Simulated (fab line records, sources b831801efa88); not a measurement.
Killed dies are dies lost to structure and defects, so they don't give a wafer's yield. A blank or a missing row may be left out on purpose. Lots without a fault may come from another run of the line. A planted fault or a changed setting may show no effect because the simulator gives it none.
fab line records | flow sfq_line
record lots=6 wafers=18 last_day=91
route steps=325 shown M3@122 I3@133 M4@148 I4@163 M8@325
lots that met no fault: from a run of the same line without faults
start_h: hours from the record's first day to the start of the lot's first wafer shown | wait_h: hours since the lot's step before | " the same as in the row above | L1.1+2: a row that stands for several wafers | - no value, or no start given | * or withheld: withheld | < > ~ a bound
route shown NAME@n: a module of which the file shows steps, and the number in the route of the first | usual: mean/standard deviation of fault-free wafers | same: alike in all rows | chamber/n: place in a boat | sites: the reading at each site | _std_site: their standard deviation | _edge_site: outer sites' mean less inner sites' | radius_mm: how far each site lies from the wafer's centre | mask NAME#n: copy n | behind: the tool/chamber that last shaped the wafer | hold: why the lot was held/for how many hours/how that ended | device: the transistor (n, p or np) that didn't switch | end of line: the same wafers' tests at the end of the route | a step without rows: its recipe alone | killed: dies lost to structure and defects at the first sort, not the wafer's yield | map: a wafer's dies, x killed, . not, _ none there
set.NAME: the setting as run; set.NAME@STEP: as run at that earlier step | model.NAME: the simulator's own value behind a step, which no gauge read
lots at some steps of the route; a table a step, a row a wafer
services: from which hour (start_h, from the record's first day; less than 0 if before it) a tool's chamber was out of use, for how many hours, and why
## steps
# step SFQ_TRILAYER_M3_LITHO_COAT_080
# recipe resist=BARC spin_rpm=3000 resist_thk_nm=62
# step SFQ_TRILAYER_M3_LITHO_COAT_075
# recipe resist=KrF spin_rpm=3000 resist_thk_nm=600
# step SFQ_TRILAYER_M3_LITHO_SOFTBAKE_079
# recipe temp_c=withheld time_s=withheld resist=KrF
# step SFQ_TRILAYER_M3_LITHO_EXPOSE_076
# recipe mask_id=M3 na=0.6 source_shape=conventional sigma_outer=0.65 target_cd_nm=500 dose_mj=14.4
# step SFQ_TRILAYER_M3_LITHO_PEB_078
# recipe peb_temp_c=115 peb_time_s=60 resist=KrF
# step SFQ_TRILAYER_M3_LITHO_DEVELOP_077
# recipe time_s=60 resist=KrF
# step SFQ_M3_OVL_MEAS_921
# usual M3_OVL=1/4.8
# columns lot.wafer tool chamber start_h wait_h M3_OVL[nm]
L162.2 overlay-01 - 882.92 0.1 2
L162.3 " - " " 0
L162.6 " - " " 1
L168.2 overlay-01 - 954.50 0.1 0
L168.4 " - " " -1
L168.6 " - " " -3
L169.2 overlay-02 - 984.04 0.1 5
L169.3 " - " " 2
L169.4 " - " " 1
L178.1 overlay-01 - 1020.29 0.1 2
L178.2 " - " " -5
L178.4 " - " " 3
L180.3 overlay-02 - 1031.34 0.1 12
L180.4 " - " " 9
L180.6 " - " " 10
L182.2 overlay-01 - 1072.13 0.1 -2
L182.3 " - " " 0
L182.4 " - " " 3
# step SFQ_TRILAYER_M3_BARC_OPEN_METAL_ETCH_100
# recipe mask_material=PR chemistry=O2 target_depth_nm=125 target=BARC icp_w=600 bias_w=80 pressure_mtorr=10 time_s=41.7
# usual drypump_motor_current_A=5.3/0.46 oes_product_au=0.684/0.0042
# columns lot.wafer tool chamber start_h wait_h drypump_motor_current_A oes_product_au rf_hours_counter_h
L162.2 rie_metal-04 1 882.95 0.0 5.0 0.685 136
L162.3 " 0 " " 5.4 0.688 -
L162.6 " 1 " " 5.0 0.690 -
L168.2 rie_metal-04 1 954.53 0.0 4.9 0.686 1
L168.4 " 0 " " 5.4 0.689 -
L168.6 " 0 " " 5.4 0.683 -
L169.2 rie_metal-02 1 984.07 0.0 4.8 0.680 40
L169.3 " 1 " " 4.8 0.688 -
L169.4 " 0 " " 5.7 0.677 -
L178.1 rie_metal-04 1 1020.33 0.0 4.9 0.691 11
L178.2 " 0 " " 5.4 0.685 108
L178.4 " 0 " " 5.4 0.687 -
L180.3 rie_metal-02 0 1031.38 0.0 5.7 0.688 -
L180.4 " 1 " " 4.8 0.685 -
L180.6 " 0 " " 5.7 0.686 -
L182.2 rie_metal-03 1 1072.16 0.0 6.3 0.682 21
L182.3 " 1 " " 6.3 0.686 -
L182.4 " 0 " " 5.0 0.686 -
# step SFQ_TRILAYER_M3_ETCH_METAL_ETCH_078
# recipe target=Nb stop_on=SiO2 mask_material=PR chemistry=Cl2/Ar target_depth_nm=240 icp_w=600 bias_w=80 pressure_mtorr=10 time_s=120
# usual drypump_motor_current_A=5.4/0.47 oes_product_au=0.895/0.008
# columns lot.wafer tool chamber start_h wait_h drypump_motor_current_A oes_product_au rf_hours_counter_h
L162.2 rie_metal-04 1 883.01 0.0 5.0 0.898 136
L162.3 " 0 " " 5.4 0.896 -
L162.6 " 1 " " 5.0 0.899 -
L168.2 rie_metal-04 1 954.59 0.0 4.9 0.887 1
L168.4 " 0 " " 5.4 0.889 -
L168.6 " 0 " " 5.4 0.896 -
L169.2 rie_metal-02 1 984.13 0.0 4.8 0.906 41
L169.3 " 1 " " 4.8 0.910 -
L169.4 " 0 " " 5.7 0.908 -
L178.1 rie_metal-04 1 1020.38 0.0 4.9 0.896 11
L178.2 " 0 " " 5.4 0.887 108
L178.4 " 0 " " 5.4 0.890 -
L180.3 rie_metal-02 0 1031.46 0.1 5.7 0.911 -
L180.4 " 1 " " 4.9 0.894 -
L180.6 " 0 " " 5.7 0.895 -
L182.2 rie_metal-03 1 1072.22 0.0 6.2 0.894 21
L182.3 " 1 " " 6.2 0.890 -
L182.4 " 0 " " 4.9 0.883 -
# step SFQ_TRILAYER_M3_STRIP_STRIP_079
# recipe gas=O2 power_w=200 platen_temp_c=40 overash_fraction=0.65 chemistry=O2 pressure_mtorr=50
# step SFQ_TRILAYER_M3_STRIP_SOLV_CLEAN_080
# recipe chemistry=NMP temp_c=70 time_s=600
# step SFQ_TRILAYER_I3_DEP_PECVD_081
# recipe material=SiO2 temp_c=150 time_s=108.9 pressure_torr=2.4 rf_w=183.3 precursor=SiH4/N2O target_thk_nm=500
# step SFQ_TRILAYER_I3_CMP_CMP_082
# recipe material=SiO2 down_force_psi=3 platen_rpm=60 pad_velocity_m_s=0.94248
# usual edge_zone_pressure_frac=0.999/0.0053 head_pressure_psi=3.000/0.0061 motor_current_A=10.4/1.2 time_to_endpoint_s=206/8.3
# columns lot.wafer tool chamber start_h wait_h edge_zone_pressure_frac head_pressure_psi motor_current_A time_to_endpoint_s model.SiO2_of_TRILAYER_I3_DEP_PECVD_081.thk_nm
L162.3 cmp-02 0 903.15 19.2 1.011 2.991 9.7 209 199.6
L162.2 " 3 904.65 20.7 0.998 2.999 11.8 197 196.8
L162.6 " 0 " " 1.002 3.004 9.7 206 200.1
L168.4 cmp-01 3 961.59 6.0 - - - - 489.9
L168.2 " 1 962.59 7.1 - - - - 485
L168.6 " 3 963.59 8.0 - - - - 491.3
L169.3 cmp-01 3 985.11 0.0 - - - - 494.3
L169.2 " 0 " " - - - - 492.2
L169.4 " 2 986.61 1.5 - - - - 502.3
L178.2 cmp-01 3 1023.16 1.8 1.004 2.994 11.9 213 200.2
L178.1 " 0 " " 1.008 2.986 11.4 193 197.6
L178.4 " 2 1024.66 3.3 0.991 3.014 11.3 207 199.4
L180.3 cmp-01 0 1033.67 1.3 0.994 3.002 11.8 200 198.4
L180.4 " 2 1034.67 2.3 0.997 2.993 11.1 213 198.6
L180.6 " 3 " " 1.009 3.011 11.3 217 200.7
L182.4 cmp-01 1 1073.20 0.0 0.996 3.002 9.7 218 200.1
L182.3 " 3 1074.20 1.0 1.008 2.997 12.0 223 202
L182.2 " 0 " " 1.003 2.994 11.2 204 200
# step SFQ_I3_BOW_MEAS_922
# recipe mode=bow
# usual I3_BOW=2/9.7
# columns lot.wafer tool chamber start_h wait_h I3_BOW[um]
L162.2 film_metro-01 - 906.17 1.0 -4
L162.3 " - " " -1
L162.6 " - " " -11
L168.2 film_metro-01 - 964.11 1.0 4
L168.4 " - " " 6
L168.6 " - " " 8
L169.2 film_metro-01 - 988.13 2.0 -14
L169.3 " - " " -1
L169.4 " - " " -6
L178.1 film_metro-04 - 1026.16 2.0 16
L178.2 " - " " 13
L178.4 " - " " 2
L180.3 film_metro-03 - 1036.21 2.0 7
L180.4 " - " " 3
L180.6 " - " " 3
L182.2 film_metro-01 - 1076.22 1.0 1
L182.3 " - " " -15
L182.4 " - " " -1
# step SFQ_TRILAYER_I3_METRO_MEASURE_083
# usual thk_nm=199.4/1.3
# columns lot.wafer tool chamber start_h wait_h thk_nm
L162.2 film_metro-01 - 906.47 0.3 196.9
L162.3 " - " " 199.7
L162.6 " - " " 199.9
L168.2 film_metro-01 - 964.41 0.3 485.2
L168.4 " - " " 489.9
L168.6 " - " " 491.0
L169.2 film_metro-01 - 988.43 0.3 492.5
L169.3 " - " " 494.3
L169.4 " - " " 502.1
L178.1 film_metro-04 - 1026.28 0.1 197.6
L178.2 " - " " 200.1
L178.4 " - " " 199.2
L180.3 film_metro-03 - 1036.69 0.5 198.5
L180.4 " - " " 198.4
L180.6 " - " " 200.9
L182.2 film_metro-01 - 1076.52 0.3 200.3
L182.3 " - " " 201.9
L182.4 " - " " 200.1
# step SFQ_TRILAYER_I3_VIA_LITHO_COAT_090
# recipe resist=BARC spin_rpm=3000 resist_thk_nm=62
# step SFQ_TRILAYER_I3_VIA_LITHO_COAT_085
# recipe resist=KrF spin_rpm=3000 resist_thk_nm=650
# step SFQ_TRILAYER_I3_VIA_LITHO_SOFTBAKE_089
# recipe temp_c=withheld time_s=withheld resist=KrF
# step SFQ_TRILAYER_I3_VIA_LITHO_EXPOSE_086
# recipe mask_id=I3 na=0.6 source_shape=conventional sigma_outer=0.65 target_cd_nm=500 dose_mj=21.3
# step SFQ_TRILAYER_I3_VIA_LITHO_PEB_088
# recipe peb_temp_c=115 peb_time_s=60 resist=KrF
# step SFQ_TRILAYER_I3_VIA_LITHO_DEVELOP_087
# recipe time_s=60 resist=KrF
# step SFQ_I3_OVL_MEAS_923
# usual I3_OVL=1/3.6
# columns lot.wafer tool chamber start_h wait_h I3_OVL[nm]
L162.2 overlay-01 - 1039.82 0.1 1
L162.3 " - " " 1
L162.6 " - " " 1
L168.2 overlay-02 - 1096.22 0.1 7
L168.4 " - " " -2
L168.6 " - " " 1
L169.2 overlay-01 - 1127.42 0.1 3
L169.3 " - " " 0
L169.4 " - " " 0
L178.1 overlay-02 - 1170.52 0.1 -2
L178.2 " - " " -2
L178.4 " - " " -2
L180.3 overlay-01 - 1180.14 0.1 2
L180.4 " - " " 0
L180.6 " - " " 2
L182.2 overlay-02 - 1221.78 0.1 6
L182.3 " - " " 8
L182.4 " - " " 6
# step SFQ_TRILAYER_I3_VIA_BARC_OPEN_VIA_ETCH_121
# recipe mask_material=PR chemistry=O2 target_depth_nm=125 target=BARC source_w=500 bias_w=80 pressure_mtorr=30 time_s=41.7
# step SFQ_TRILAYER_I3_VIA_ETCH_VIA_ETCH_088
# recipe target=SiO2 stop_on=Nb mask_material=PR taper_deg=20 chemistry=CHF3 target_depth_nm=260 source_w=500 bias_w=80 pressure_mtorr=30 time_s=withheld
# usual drypump_motor_current_A=5.9/0.42 oes_product_au=0.854/0.0052
# columns lot.wafer tool chamber start_h wait_h drypump_motor_current_A oes_product_au model.I3.feature_depth_nm model.etch.depth_nm
L162.2 rie_diel-03 0 1039.89 0.0 6.5 0.848 196.8 196.8
L162.3 " 3 " " 5.7 0.856 199.6 199.6
L162.6 " 1 " " 6.0 0.858 200.1 200.1
L168.2 rie_diel-02 0 1096.29 0.0 5.1 1.618 257 257
L168.4 " 2 " " 6.5 1.657 263.5 263.5
L168.6 " 2 " " 6.5 1.636 262.5 262.5
L169.2 rie_diel-04 1 1127.49 0.0 6.0 1.596 255.5 255.5
L169.3 " 2 " " 6.0 1.616 259.5 259.5
L169.4 " 3 " " 5.3 1.605 256.9 256.9
L178.1 rie_diel-03 1 1170.60 0.0 6.0 0.848 197.6 197.6
L178.2 " 2 " " 5.4 0.846 200.2 200.2
L178.4 " 0 " " 6.4 0.846 199.4 199.4
L180.3 rie_diel-03 1 1180.20 0.0 6.0 0.850 198.4 198.4
L180.4 " 3 " " 5.7 0.853 198.6 198.6
L180.6 " 1 " " 6.0 0.853 200.7 200.7
L182.2 rie_diel-02 0 1221.85 0.0 5.1 0.852 200 200
L182.3 " 1 " " 5.7 0.860 202 202
L182.4 " 2 " " 6.5 0.850 200.1 200.1
# step SFQ_TRILAYER_I3_VIA_STRIP_STRIP_089
# recipe gas=O2 power_w=200 platen_temp_c=40 overash_fraction=0.65 chemistry=O2 pressure_mtorr=50
# usual drypump_motor_current_A=5.5/0.52 oes_product_au=0.997/0.0095
# columns lot.wafer tool chamber start_h wait_h drypump_motor_current_A oes_product_au rf_hours_counter_h
L162.2 rie_metal-03 1 1040.00 - 6.2 1.004 18
L162.3 " 0 " " 4.9 0.995 -
L162.6 " 1 " " 6.2 1.001 -
L168.2 rie_metal-03 1 1096.40 - 6.2 1.015 25
L168.4 " 0 " " 5.0 0.991 -
L168.6 " 1 " " 6.2 1.012 -
L169.2 rie_metal-01 0 1127.60 - 6.0 0.991 12
L169.3 " 0 " " 6.0 0.994 -
L169.4 " 1 " " 5.8 0.986 -
L178.1 rie_metal-04 0 1170.71 - 5.4 0.997 127
L178.2 " 1 " " 4.9 0.987 30
L178.4 " 1 " " 4.9 0.994 -
L180.3 rie_metal-03 0 1180.51 - 5.0 0.981 -
L180.4 " 1 " " 6.2 0.997 -
L180.6 " 1 " " 6.2 1.007 -
L182.2 rie_metal-04 1 1221.96 - 4.9 0.994 37
L182.3 " 1 " " 5.0 1.004 -
L182.4 " 0 " " 5.4 1.010 -
# step SFQ_TRILAYER_I3_VIA_STRIP_SOLV_CLEAN_090
# recipe chemistry=NMP temp_c=70 time_s=600
# step SFQ_TRILAYER_M4_DEP_PRE_CLEAN_092
# recipe gas=Ar time_s=22.5 bias_v=250
# columns lot.wafer tool chamber start_h wait_h model.SiO2_of_TRILAYER_I3_DEP_PECVD_081.thk_nm
L162.2 pvd_sputter-05 - 1040.77 0.0 189.3
L162.3 " - " " 192.1
L162.6 " - " " 192.6
L168.2 pvd_sputter-05 - 1097.17 0.0 477.5
L168.4 " - " " 482.4
L168.6 " - " " 483.8
L169.2 pvd_sputter-04 - 1128.37 0.0 484.7
L169.3 " - " " 486.8
L169.4 " - " " 494.8
L178.1 pvd_sputter-04 - 1171.49 0.0 190.1
L178.2 " - " " 192.7
L178.4 " - " " 191.9
L180.3 pvd_sputter-04 - 1181.09 0.0 190.9
L180.4 " - " " 191.1
L180.6 " - " " 193.2
L182.2 pvd_sputter-06 - 1222.74 0.0 192.5
L182.3 " - " " 194.5
L182.4 " - " " 192.6
# step SFQ_TRILAYER_M4_DEP_SPUTTER_091
# recipe material=Nb base_pressure_pa=1.33e-06 chamber_pressure_pa=0.1333 substrate_temp_c=20 resputter_cathode_voltage_v=400 target_thk_nm=200 power_w=2000 time_s=133.3
# usual substrate_temp_c=20.01/0.11 throttle_valve_pct=30.3/1
# columns lot.wafer tool chamber start_h wait_h substrate_temp_c throttle_valve_pct
L162.2 pvd_sputter-05 - 1040.80 0.0 20.05 31.9
L162.3 " - " " 20.12 29.6
L162.6 " - " " 20.09 30.6
L168.2 pvd_sputter-05 - 1097.20 0.0 20.11 29.3
L168.4 " - " " 20.05 32.1
L168.6 " - " " 20.11 29.3
L169.2 pvd_sputter-04 - 1128.40 0.0 20.20 29.9
L169.3 " - " " 20.06 29.6
L169.4 " - " " 19.96 31.6
L178.1 pvd_sputter-04 - 1171.52 0.0 20.02 30.1
L178.2 " - " " 20.01 29.5
L178.4 " - " " 20.02 30.4
L180.3 pvd_sputter-04 - 1181.12 0.0 19.97 31.5
L180.4 " - " " 19.93 30.1
L180.6 " - " " 19.92 29.8
L182.2 pvd_sputter-06 - 1222.77 0.0 20.03 28.5
L182.3 " - " " 20.21 28.5
L182.4 " - " " 20.09 30.8
# step SFQ_M4_RS_MEAS_924
# recipe thk_meas_gauge=four-point-probe reads=Nb_of_TRILAYER_M4_DEP_SPUTTER_091
# usual M4_NB_RS=0.890/0.011
# columns lot.wafer tool chamber start_h wait_h M4_NB_RS[ohm/sq]
L162.2 film_metro-02 - 1040.91 0.1 0.891
L162.3 " - " " 0.892
L162.6 " - " " 0.886
L168.2 film_metro-03 - 1097.31 0.1 0.897
L168.4 " - " " 0.893
L168.6 " - " " 0.901
L169.2 film_metro-02 - 1128.51 0.1 0.887
L169.3 " - " " 0.903
L169.4 " - " " 0.886
L178.1 film_metro-01 - 1171.61 0.0 0.878
L178.2 " - " " 0.896
L178.4 " - " " 0.890
L180.3 film_metro-01 - 1181.25 0.1 0.884
L180.4 " - " " 0.887
L180.6 " - " " 0.893
L182.2 film_metro-01 - 1222.88 0.1 0.870
L182.3 " - " " 0.878
L182.4 " - " " 0.885
# step SFQ_TRILAYER_M4_LITHO_COAT_098
# recipe resist=BARC spin_rpm=3000 resist_thk_nm=62
# step SFQ_TRILAYER_M4_LITHO_COAT_093
# recipe resist=KrF spin_rpm=2965 resist_thk_nm=600
# step SFQ_TRILAYER_M4_LITHO_SOFTBAKE_097
# recipe temp_c=withheld time_s=withheld resist=KrF
# step SFQ_TRILAYER_M4_LITHO_EXPOSE_094
# recipe mask_id=M4 na=0.6 source_shape=conventional sigma_outer=0.65 target_cd_nm=500 dose_mj=14.4
# step SFQ_TRILAYER_M4_LITHO_PEB_096
# recipe peb_temp_c=115 peb_time_s=60 resist=KrF
# step SFQ_TRILAYER_M4_LITHO_DEVELOP_095
# recipe time_s=60 resist=KrF
# step SFQ_M4_OVL_MEAS_926
# usual M4_OVL=1/5.6
# columns lot.wafer tool chamber start_h wait_h M4_OVL[nm]
L162.2 overlay-01 - 1184.93 0.1 -4
L162.3 " - " " -6
L162.6 " - " " -5
L168.2 overlay-02 - 1236.18 0.1 5
L168.4 " - " " 8
L168.6 " - " " 7
L169.2 overlay-01 - 1258.98 0.1 -4
L169.3 " - " " -7
L169.4 " - " " -4
L178.1 overlay-02 - 1311.41 0.1 3
L178.2 " - " " 6
L178.4 " - " " -4
L180.3 overlay-01 - 1321.89 0.1 -3
L180.4 " - " " -5
L180.6 " - " " -2
L182.2 overlay-01 - 1362.82 0.1 4
L182.3 " - " " 8
L182.4 " - " " 3
# step SFQ_TRILAYER_M4_BARC_OPEN_METAL_ETCH_123
# recipe mask_material=PR chemistry=O2 target_depth_nm=125 target=BARC icp_w=600 bias_w=80 pressure_mtorr=10 time_s=41.7
# step SFQ_TRILAYER_M4_ETCH_METAL_ETCH_096
# recipe target=Nb stop_on=SiO2 mask_material=PR chemistry=Cl2/Ar target_depth_nm=240 icp_w=600 bias_w=80 pressure_mtorr=10 time_s=120
# usual drypump_motor_current_A=5.4/0.47 oes_product_au=0.895/0.0075
# columns lot.wafer tool chamber start_h wait_h drypump_motor_current_A oes_product_au rf_hours_counter_h
L162.2 rie_metal-01 1 1185.02 0.0 5.7 0.897 114
L162.3 " 1 " " 5.8 0.890 -
L162.6 " 1 " " 5.8 0.897 -
L168.2 rie_metal-01 0 1236.27 0.0 6.0 0.887 26
L168.4 " 0 " " 6.1 0.891 -
L168.6 " 1 " " 5.8 0.889 -
L169.2 rie_metal-04 0 1259.07 0.0 5.4 0.899 137
L169.3 " 0 " " 5.4 0.889 -
L169.4 " 1 " " 5.0 0.908 -
L178.1 rie_metal-04 1 1311.50 0.0 4.9 0.905 50
L178.2 " 0 " " 5.4 0.886 3
L178.4 " 0 " " 5.4 0.885 -
L180.3 rie_metal-01 0 1322.11 0.1 6.0 0.888 -
L180.4 " 0 " " 6.0 0.896 -
L180.6 " 0 " " 6.0 0.890 -
L182.2 rie_metal-04 0 1362.91 0.0 5.4 0.902 12
L182.3 " 0 " " 5.4 0.909 -
L182.4 " 1 " " 5.0 0.897 -
# step SFQ_TRILAYER_M4_STRIP_STRIP_097
# recipe gas=O2 power_w=200 platen_temp_c=40 overash_fraction=0.65 chemistry=O2 pressure_mtorr=50
# step SFQ_TRILAYER_M4_STRIP_SOLV_CLEAN_098
# recipe chemistry=NMP temp_c=70 time_s=600
# step SFQ_TRILAYER_I4_DEP_PECVD_099
# recipe material=SiO2 temp_c=150 time_s=111.11 pressure_torr=2.4 rf_w=183.3 precursor=SiH4/N2O target_thk_nm=500
# step SFQ_M8_BOW_MEAS_951
# recipe mode=bow
# usual M8_BOW=8/12
# columns lot.wafer tool chamber start_h wait_h M8_BOW[um] model.etest.i3.link_ohm
L162.2 film_metro-03 - 1927.01 0.0 18 1.956
L162.3 " - " " 21 1.96
L162.6 " - " " 12 1.962
L168.2 film_metro-03 - 1984.60 0.0 12 1e+06
L168.4 " - " " 13 1e+06
L168.6 " - " " 16 1e+06
L169.2 film_metro-04 - 1997.61 0.0 -5 1e+06
L169.3 " - " " 9 1e+06
L169.4 " - " " 3 1e+06
L178.1 film_metro-02 - 2172.92 0.0 12 1.954
L178.2 " - " " 7 1.985
L178.4 " - " " -2 1.976
L180.3 film_metro-04 - 2177.94 0.0 15 1.943
L180.4 " - " " 13 1.959
L180.6 " - " " 12 1.975
L182.2 film_metro-02 - 2191.07 0.0 7 1.944
L182.3 " - " " -9 1.962
L182.4 " - " " 4 1.969
## services
# columns tool chamber start_h hours kind
cmp-01 - 884.20 0.9 repair
rie_metal-03 - 888.97 1.4 pm
cmp-01 - 918.09 4.0 pm
rie_metal-04 1 924.16 25.1 repair
rie_metal-03 1 948.62 3.9 repair
cmp-01 - 970.29 1.6 repair
cmp-01 - 972.17 0.3 repair
rie_metal-03 - 1017.68 2.8 pm
cmp-01 - 1056.40 0.2 repair
rie_metal-04 - 1065.59 0.6 repair
cmp-01 - 1068.35 0.2 repair
cmp-01 - 1099.45 2.5 repair
cmp-01 - 1140.00 0.2 repair
pvd_sputter-04 - 1143.61 4.1 repair
rie_metal-04 0 1145.30 4.5 repair
cmp-01 - 1149.99 1.8 repair
cmp-01 - 1207.26 7.9 pm
cmp-01 - 1215.95 0.2 repair
rie_metal-03 1 1221.61 14.0 repair
pvd_sputter-04 - 1222.40 9.2 repair
pvd_sputter-04 - 1235.63 1.6 repair
pvd_sputter-04 - 1267.23 2.7 repair
pvd_sputter-04 - 1333.81 1.1 repair
pvd_sputter-04 - 1359.00 2.3 repair
## key
first_sign step=SFQ_TRILAYER_I3_CMP_CMP_082 reading=tool_record direction=missing
effect step=SFQ_TRILAYER_I3_METRO_MEASURE_083 reading=thk_nm direction=up sigmas=99+ usual=199.4 struck=492.5
effect step=SFQ_TRILAYER_I3_VIA_ETCH_VIA_ETCH_088 reading=oes_product_au direction=up sigmas=99+ usual=0.854 struck=1.621
model_effect step=SFQ_TRILAYER_I3_CMP_CMP_082 value=SiO2_of_TRILAYER_I3_DEP_PECVD_081.thk_nm without=200.3 struck=492.5
model_effect step=SFQ_TRILAYER_I3_VIA_ETCH_VIA_ETCH_088 value=I3.feature_depth_nm without=200.3 struck=259.1
model_effect step=SFQ_TRILAYER_M4_DEP_PRE_CLEAN_092 value=SiO2_of_TRILAYER_I3_DEP_PECVD_081.thk_nm without=192.8 struck=485
model_effect step=SFQ_M8_BOW_MEAS_951 value=etest.i3.link_ohm without=1.963 struck=1e+06
met_at SFQ_TRILAYER_I3_CMP_CMP_082
struck_wafers L168.2,L168.4,L168.6,L169.2,L169.3,L169.4
fault kind=skipped_step_whole tool=cmp-01 chamber=- onset_h=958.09 steps=SFQ_TRILAYER_I3_CMP_CMP_082 scope=struck_lots_only
